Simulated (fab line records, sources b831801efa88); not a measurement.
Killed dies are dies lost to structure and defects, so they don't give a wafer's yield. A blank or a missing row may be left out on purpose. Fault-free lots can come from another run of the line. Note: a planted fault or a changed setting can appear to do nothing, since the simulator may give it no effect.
Problem report, 8D (eight disciplines) form, completed by code || flow sky130 || the parts of the form that need people (team, actions taken, sign-off) are left out

== 1. WHAT IS WRONG ==
Across 9 wafers from 3 lots, METAL5_ALCU_THK at SKY_METAL5_THK_MEAS_06 averages 1024 nm, while fault-free wafers read 1166 nm with a standard deviation of 13. Relative to the usual mean, that is a shift of -11 standard deviations.
The step: measures by xrf.
Earliest sighting: wafer L348.2 on film_metro-02 at day 46 12:14. The record holds 39 wafers of 13 lots with a number at this step. The rule behind "out" and "out of limits": a value lying over 4 standard deviations away from the usual mean. The other wafers with a number count as sound.

== 2. WHAT IT IS, AND WHAT IT ISN'T ==
{"question": "which readings at this step", "is": "METAL5_ALCU_THK", "is not": "-"}
{"question": "which lots", "is": "L348, L350, L351", "is not": "L336, L337, L338, L339, L340, L341, L343, L344, L345, L358"}
{"question": "which wafers of those lots", "is": "all that have a number", "is not": "-"}
{"question": "read on which gauges", "is": "film_metro-02, film_metro-03", "is not": "film_metro-01"}
{"question": "when", "is": "from day 46 12:14", "is not": "up to then (27 sound wafers); but 3 sound wafers of L358 came after"}

== 3. SUSPECTS, AND WHAT RULES EACH OUT ==
Counting: a tool at a process step up to the reading stays a suspect if it ran every lot that is out and no sound lot after the first of them.
- the gauge at SKY_METAL5_THK_MEAS_06 is ruled out. 2 gauges (film_metro-02, film_metro-03) read the wafers that are out.
- pvd_sputter-01 at SKY_METAL5_SPUTTER_04 (material TiN, target thk 70 nm, time 58.3 s): kept. All lots that are out passed through it, beginning with L348 at day 46 09:06, and no sound lot followed; its final sound lot before that point was L345 at day 45 08:32.
The count leaves pvd_sputter-01 at SKY_METAL5_SPUTTER_04.

== 4. THE CAUSE (what the simulator had put in) ==
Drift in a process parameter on pvd_sputter-01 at SKY_METAL5_SPUTTER_04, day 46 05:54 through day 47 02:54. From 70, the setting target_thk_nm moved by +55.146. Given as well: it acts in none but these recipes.
After counting, this tool was the only one left.

== 5. THE CHAIN OF EFFECTS, in route order ==
Each row: a reading where the mean over the struck wafers with a number is more than 3 standard deviations away from the usual. Readings are gone through only where the record gives a usual standard deviation; hours: the median, over the lots, of the time from a lot's start at the first step in this table giving one to that lot's start at this step; sigmas: the change measured in usual standard deviations.
{"hours": 0, "step": "SKY_METAL5_THK_MEAS_06", "reading": "METAL5_ALCU_THK", "usual": "1166 nm", "on struck wafers": 1024, "change": -142, "sigmas": -11}
{"hours": 59, "step": "SKY_PAD_OPEN_PROBE_99", "reading": "killed_at_other", "usual": 0.4, "on struck wafers": 9.3, "change": "+8.9", "sigmas": "+14"}
Process steps it contains:
- SKY_PAD_OPEN_PROBE_99

== 6. WHAT WOULD HAVE CAUGHT IT SOONER ==
6 hours passed between the start of the fault at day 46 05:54 and the first reading out of limits at a measuring or inspecting step in this record, taken at day 46 12:14.
No tool reading at SKY_METAL5_SPUTTER_04 that has a usual standard deviation in the record was out on any struck wafer, so an alarm limit of 4 standard deviations on those readings would not have fired.
Lots out: 3; of these, L350, L351 started SKY_METAL5_SPUTTER_04 on pvd_sputter-01 after day 46 12:14. A hold on the tool at that time would have spared those 2.
